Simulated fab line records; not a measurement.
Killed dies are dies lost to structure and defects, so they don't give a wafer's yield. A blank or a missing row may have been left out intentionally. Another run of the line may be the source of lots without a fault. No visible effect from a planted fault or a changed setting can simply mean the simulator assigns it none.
Matching of chambers || flow sky130 || SKY_VIA1_CMP_24 on cmp-02: 4 sister chambers
The step polishes, stops on SiO2, t overpolish 15 s, target thk 0 nm. 4 wafers are shown with their chamber, then 9 later ones without.

WAFERS WITH THEIR CHAMBER
{"wafer": "L586.1", "chamber": 1, "motor current A (A)": 10.7}
{"wafer": "L586.6", "chamber": 2, "motor current A (A)": 9.2}
{"wafer": "L588.4", "chamber": 0, "motor current A (A)": 10.8}
{"wafer": "L588.5", "chamber": 3, "motor current A (A)": 10.0}

WAFERS MISSING THEIR CHAMBER
{"wafer": "L590.1", "motor current A (A)": 9.5}
{"wafer": "L590.4", "motor current A (A)": 10.6}
{"wafer": "L590.6", "motor current A (A)": 10.5}
{"wafer": "L596.2", "motor current A (A)": 9.2}
{"wafer": "L596.5", "motor current A (A)": 9.9}
{"wafer": "L596.6", "motor current A (A)": 10.5}
{"wafer": "L599.1", "motor current A (A)": 10.6}
{"wafer": "L599.3", "motor current A (A)": 10.7}
{"wafer": "L599.4", "motor current A (A)": 10.0}

EACH ONE'S CHAMBER
{"wafer": "L590.1", "from the rows above": "can't be placed: 2 or 3", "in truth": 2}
{"wafer": "L590.4", "from the rows above": "can't be placed: 1 or 0", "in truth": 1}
{"wafer": "L590.6", "from the rows above": "can't be placed: 1 or 0", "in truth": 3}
{"wafer": "L596.2", "from the rows above": 2, "in truth": 2}
{"wafer": "L596.5", "from the rows above": 3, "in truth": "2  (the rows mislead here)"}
{"wafer": "L596.6", "from the rows above": "can't be placed: 1 or 0", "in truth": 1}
{"wafer": "L599.1", "from the rows above": "can't be placed: 1 or 0", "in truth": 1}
{"wafer": "L599.3", "from the rows above": "can't be placed: 1 or 0", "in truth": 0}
{"wafer": "L599.4", "from the rows above": 3, "in truth": 3}
2 of 9 placed correctly. Can't be placed from these rows: 6 (the true chamber is among the candidates in 5). Wrongly placed: 1.
How it was worked out, from the rows above alone: a wafer's distance from a chamber is the root of the sum, over the readings, of the square of ((its reading less the chamber's mean) divided by the reading's scatter). If the next closest chamber is less than 2 further off than the closest, the wafer can't be placed; otherwise it belongs to the closest. Each chamber's mean is taken over the wafers shown for it. The scatter: root of mean squared gap, hidden wafer to nearest shown wafer, with one shown wafer a chamber.
